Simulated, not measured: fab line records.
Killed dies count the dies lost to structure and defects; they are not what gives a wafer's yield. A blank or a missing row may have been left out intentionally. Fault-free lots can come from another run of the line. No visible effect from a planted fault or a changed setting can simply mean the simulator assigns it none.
Chamber matching    flow gf180mcu    pecvd-02 running GF_V5_CVD_02: 3 sister chambers
The step deposits SiO2 from TEOS, target thk 1450 nm, time 163.28 s. 24 wafers are shown with their chamber, then 12 later ones without.

WAFERS PAIRED WITH THEIR CHAMBERS
wafer   chamber  heater-power-w (W)
L076.1  0        892
L076.2  2        615
L076.3  1        574
L076.4  2        688
L076.5  0        738
L076.6  1        643
L079.3  0        843
L079.5  0        903
L079.6  2        685
L081.1  0        890
L081.3  2        692
L081.6  0        732
L083.1  1        659
L083.2  0        785
L083.3  2        701
L083.4  1        536
L083.5  2        543
L083.6  0        862
L087.1  1        700
L087.5  1        643
L087.6  2        627
L088.2  1        598
L088.4  1        667
L088.5  0        740

SIGNATURES, as means of the wafers listed above
reading         chamber 0  chamber 1  chamber 2  scatter within a chamber
heater-power-w  820.56     627.50     650.14     62.5
Rule: distance of a wafer from a chamber = root of the sum over the readings of ((wafer's reading minus chamber's mean) / reading's scatter) squared. The wafer belongs to the nearest chamber; if the next one is less than 2 further off, it can't be placed. The scatter: take each reading less its chamber's mean, square it, sum over the shown wafers, divide by the number of wafers less the number of chambers, and take the root.

WAFERS MISSING THEIR CHAMBER
wafer   heater-power-w (W)
L089.3  895
L089.4  665
L089.6  538
L093.1  600
L093.2  654
L093.6  666
L095.1  673
L095.4  542
L095.6  544
L096.1  702
L096.2  753
L096.3  692

WHICH CHAMBER EACH ONE RAN IN
wafer   from the rows above           in truth
L089.3  0                             0
L089.4  can't be placed: 2 or 1       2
L089.6  can't be placed: 1 or 2       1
L093.1  can't be placed: 1 or 2       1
L093.2  can't be placed: 2 or 1       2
L093.6  can't be placed: 2 or 1       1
L095.1  can't be placed: 2 or 1 or 0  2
L095.4  can't be placed: 1 or 2       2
L095.6  can't be placed: 1 or 2       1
L096.1  can't be placed: 2 or 1 or 0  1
L096.2  can't be placed: 0 or 2 or 1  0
L096.3  can't be placed: 2 or 1 or 0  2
Correctly placed: 1 of 12. From these rows, 11 cannot be placed; in 11 the true chamber is one of the candidates. Wrongly placed: 0.
